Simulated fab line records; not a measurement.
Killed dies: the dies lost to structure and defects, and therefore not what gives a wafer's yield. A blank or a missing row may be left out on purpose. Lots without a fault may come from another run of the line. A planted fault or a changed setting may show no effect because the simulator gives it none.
Which of the tools did it? | flow gf180mcu | 14 lots with 42 wafers sampled at 5 steps, on a route of 602 steps

## WHAT THE GAUGES SHOWED, per wafer
Not one reading of a measure or inspect step in the record can be checked against a usual standard deviation.

## EACH LOT AND THE TOOL THAT RAN IT (in order: tool; ch and the chambers of the sampled wafers; start)
lot  | GF_DNWELL_STRIP_08                  | GF_MVPSD_COAT_02                  | GF_MVPSD_STRIP_10                    | GF_VT_IMPLANT_STRIP_42               | GF_VT_IMPLANT_RTA_45
L469 | plasma asher-02 ch 0,1, day 2 18:12 | litho track-02 ch 0, day 4 17:52  | plasma asher-01 ch 0,1, day 5 01:16  | plasma asher-03 ch 0,1, day 7 12:29  | rtp anneal-02 ch 0, day 7 12:43
L470 | plasma asher-02 ch 0,1, day 2 23:45 | litho track-02 ch 0, day 5 00:13  | plasma asher-03 ch 1, day 5 07:52    | plasma asher-02 ch 0,1, day 7 19:41  | rtp anneal-02 ch 0, day 7 19:55
L471 | plasma asher-02 ch 0,1, day 3 06:05 | litho track-03 ch 0, day 5 08:10  | plasma asher-01 ch 0, day 5 15:53    | plasma asher-04 ch 0,1, day 8 05:20  | rtp anneal-01 ch 0, day 8 05:34
L472 | plasma asher-03 ch 0,1, day 3 09:27 | litho track-03 ch 0, day 5 10:36  | plasma asher-03 ch 0,1, day 5 17:58  | plasma asher-03 ch 0,1, day 8 09:05  | rtp anneal-01 ch 0, day 8 09:18
L473 | plasma asher-02 ch 0,1, day 3 15:17 | litho track-03 ch 0, day 5 17:01  | plasma asher-01 ch 0,1, day 6 01:01  | plasma asher-04 ch 0,1, day 8 16:10  | rtp anneal-02 ch 0, day 8 16:24
L475 | plasma asher-01 ch 0,1, day 4 02:37 | litho track-03 ch 0, day 6 05:36  | plasma asher-01 ch 0,1, day 6 13:19  | plasma asher-03 ch 0,1, day 9 05:58  | rtp anneal-01 ch 0, day 9 06:11
L476 | plasma asher-01 ch 0,1, day 4 08:32 | litho track-02 ch 0, day 6 11:02  | plasma asher-01 ch 0,1, day 6 19:04  | plasma asher-02 ch 0,1, day 9 12:22  | rtp anneal-01 ch 0, day 9 12:34
L478 | plasma asher-02 ch 0,1, day 4 20:44 | litho track-03 ch 0, day 7 00:18  | plasma asher-01 ch 0,1, day 7 08:19  | plasma asher-03 ch 0,1, day 10 02:46 | rtp anneal-01 ch 0, day 10 02:59
L481 | plasma asher-03 ch 0, day 5 13:54   | litho track-04 ch 0, day 7 19:09  | plasma asher-02 ch 0,1, day 8 03:56  | plasma asher-04 ch 0,1, day 11 01:47 | rtp anneal-02 ch 0, day 11 02:00
L484 | plasma asher-01 ch 0,1, day 6 02:26 | litho track-04 ch 0, day 8 10:00  | plasma asher-01 ch 0,1, day 8 18:03  | plasma asher-04 ch 0,1, day 11 20:01 | rtp anneal-01 ch 0, day 11 20:13
L485 | plasma asher-01 ch 0,1, day 6 08:29 | litho track-02 ch 0, day 8 16:02  | plasma asher-01 ch 0,1, day 9 01:29  | plasma asher-04 ch 0,1, day 12 03:14 | rtp anneal-01 ch 0, day 12 03:26
L489 | plasma asher-01 ch 0,1, day 7 07:35 | litho track-02 ch 0, day 9 17:37  | plasma asher-02 ch 0,1, day 10 03:25 | plasma asher-04 ch 0,1, day 13 08:19 | rtp anneal-01 ch 0, day 13 08:32
L491 | plasma asher-02 ch 0,1, day 7 14:21 | litho track-03 ch 0, day 10 02:05 | plasma asher-02 ch 0,1, day 10 11:11 | plasma asher-03 ch 0, day 13 16:41   | rtp anneal-02 ch 0, day 13 16:54
L492 | plasma asher-02 ch 0,1, day 7 20:02 | litho track-03 ch 0, day 10 08:05 | plasma asher-01 ch 0,1, day 10 18:24 | plasma asher-02 ch 0,1, day 14 01:22 | rtp anneal-01 ch 0, day 14 01:35
- GF_DNWELL_STRIP_08: strips in O2/N2.
- GF_MVPSD_COAT_02: resist thk 3000 nm.
- GF_MVPSD_STRIP_10: strips in O2/N2.
- GF_VT_IMPLANT_STRIP_42: strips in O2/N2.
- GF_VT_IMPLANT_RTA_45: time 30 s.

## AS READ BY THE TOOLS THEMSELVES (means over the sampled wafers that have a number; for cases with no such wafer, the mark the record gives instead)
GF_DNWELL_STRIP_08.
lot  | tool            | drypump motor current A (A) | heater power w (W) | oes product au (a.u.) | strip time to endpoint s (s)
L469 | plasma asher-02 | 6.4                         | 344                | 0.724                 | 36.95
L470 | plasma asher-02 | 6.4                         | 352                | 0.722                 | 36.82
L471 | plasma asher-02 | 6.4                         | 352                | 0.725                 | 37.05
L472 | plasma asher-03 | 5.6                         | 373                | 0.723                 | 36.95
L473 | plasma asher-02 | 6.0                         | 344                | 0.723                 | 36.94
L475 | plasma asher-01 | 5.6                         | 362                | 0.727                 | 36.88
L476 | plasma asher-01 | 5.6                         | 355                | 0.720                 | 37.04
L478 | plasma asher-02 | 6.0                         | 344                | 0.720                 | 36.89
L481 | plasma asher-03 | 6.2                         | 381                | 0.724                 | 36.96
L484 | plasma asher-01 | 5.6                         | 359                | 0.723                 | 36.97
L485 | plasma asher-01 | 5.5                         | 331                | 0.720                 | 36.95
L489 | plasma asher-01 | 5.4                         | 333                | 0.723                 | 36.97
L491 | plasma asher-02 | 6.0                         | 341                | 0.722                 | 36.99
L492 | plasma asher-02 | 6.4                         | 340                | 0.718                 | 36.93

GF_MVPSD_STRIP_10.
lot  | tool            | drypump motor current A (A) | heater power w (W) | oes product au (a.u.) | strip time to endpoint s (s)
L469 | plasma asher-01 | 5.5                         | 334                | 0.723                 | 37.03
L470 | plasma asher-03 | 5.4                         | 364                | 0.724                 | 37.01
L471 | plasma asher-01 | 5.3                         | 309                | 0.728                 | 36.86
L472 | plasma asher-03 | 5.6                         | 367                | 0.720                 | 36.95
L473 | plasma asher-01 | 5.4                         | 338                | 0.724                 | 36.86
L475 | plasma asher-01 | 5.5                         | 333                | 0.718                 | 18.84
L476 | plasma asher-01 | 5.5                         | 331                | 0.722                 | 37.03
L478 | plasma asher-01 | 5.6                         | 354                | 0.717                 | 18.79
L481 | plasma asher-02 | 6.1                         | 335                | 0.717                 | 36.90
L484 | plasma asher-01 | 5.6                         | 357                | 0.719                 | 37.11
L485 | plasma asher-01 | 5.6                         | 357                | 0.716                 | 36.88
L489 | plasma asher-02 | 6.1                         | 339                | 0.725                 | 37.01
L491 | plasma asher-02 | 6.0                         | 339                | 0.727                 | 37.14
L492 | plasma asher-01 | 5.4                         | 335                | 0.722                 | 36.99

GF_VT_IMPLANT_STRIP_42.
lot  | tool            | drypump motor current A (A) | heater power w (W) | oes product au (a.u.) | strip time to endpoint s (s)
L469 | plasma asher-03 | 5.9                         | 375                | 0.716                 | 12.65
L470 | plasma asher-02 | 6.0                         | 332                | 0.715                 | 12.61
L471 | plasma asher-04 | 5.6                         | 410                | 0.718                 | 12.62
L472 | plasma asher-03 | 6.0                         | 375                | 0.718                 | 12.65
L473 | plasma asher-04 | 5.7                         | 404                | 0.717                 | 12.67
L475 | plasma asher-03 | 5.6                         | 371                | 0.715                 | 12.63
L476 | plasma asher-02 | 6.4                         | 336                | 0.718                 | 12.63
L478 | plasma asher-03 | 5.9                         | 373                | 0.713                 | 12.65
L481 | plasma asher-04 | 5.6                         | 408                | 0.724                 | 12.57
L484 | plasma asher-04 | 5.6                         | 403                | 0.714                 | 12.60
L485 | plasma asher-04 | 5.6                         | 414                | 0.714                 | 12.61
L489 | plasma asher-04 | 5.6                         | 396                | 0.713                 | 12.56
L491 | plasma asher-03 | 6.2                         | 376                | 0.711                 | 12.58
L492 | plasma asher-02 | 6.4                         | 329                | 0.713                 | 12.64

GF_VT_IMPLANT_RTA_45.
lot  | tool          | lamp power pct (%) | wafer_temp_C_max
L469 | rtp anneal-02 | 29.0               | 1058.2
L470 | rtp anneal-02 | 29.0               | 1059.0
L471 | rtp anneal-01 | 33.4               | 1054.9
L472 | rtp anneal-01 | 33.4               | 1055.3
L473 | rtp anneal-02 | 29.0               | 1057.6
L475 | rtp anneal-01 | 33.4               | 1056.3
L476 | rtp anneal-01 | 33.4               | 1055.1
L478 | rtp anneal-01 | 33.4               | 1055.7
L481 | rtp anneal-02 | 29.0               | 1057.5
L484 | rtp anneal-01 | 33.4               | 1055.0
L485 | rtp anneal-01 | 33.4               | 1054.9
L489 | rtp anneal-01 | 33.4               | 1054.9
L491 | rtp anneal-02 | 29.0               | 1058.2
L492 | rtp anneal-01 | 33.4               | 1055.9

## THE ANSWER, worked out from the rows above alone
Rule: usual is defined by the lots themselves. Put in order of their means at a reading, lots are off if they are a third of the lots or fewer, leave a main group of 4 or more, and stand apart from it by a gap of 3 or more times the standard deviation of the main group's means; of several such gaps the widest counts. If all means in a main group match to the digits the tables above print for the reading, that group is not used. Also off: a lot with no number at a reading for which 4 or more lots have one. Where the step has rows for the other lots, those lots are counted as sound. The gauges are gone through in route order, then the tools' own readings, and for those a lot's mean is taken as printed above. The first step at which some lot is off is used, and at that step the reading that is off furthest; a lot without a number counts as furthest.
Off: L475, L478 (GF_MVPSD_STRIP_10, strip time to endpoint s). For the main group the mean is 36.98 s and the standard deviation 0.089.
If a tool, at that step or one of the process steps before it, ran each lot that is off and ran no sound lot following the first of them, it fits. Not one of the candidates tried fits.

## WHAT THE SIMULATOR PUT IN
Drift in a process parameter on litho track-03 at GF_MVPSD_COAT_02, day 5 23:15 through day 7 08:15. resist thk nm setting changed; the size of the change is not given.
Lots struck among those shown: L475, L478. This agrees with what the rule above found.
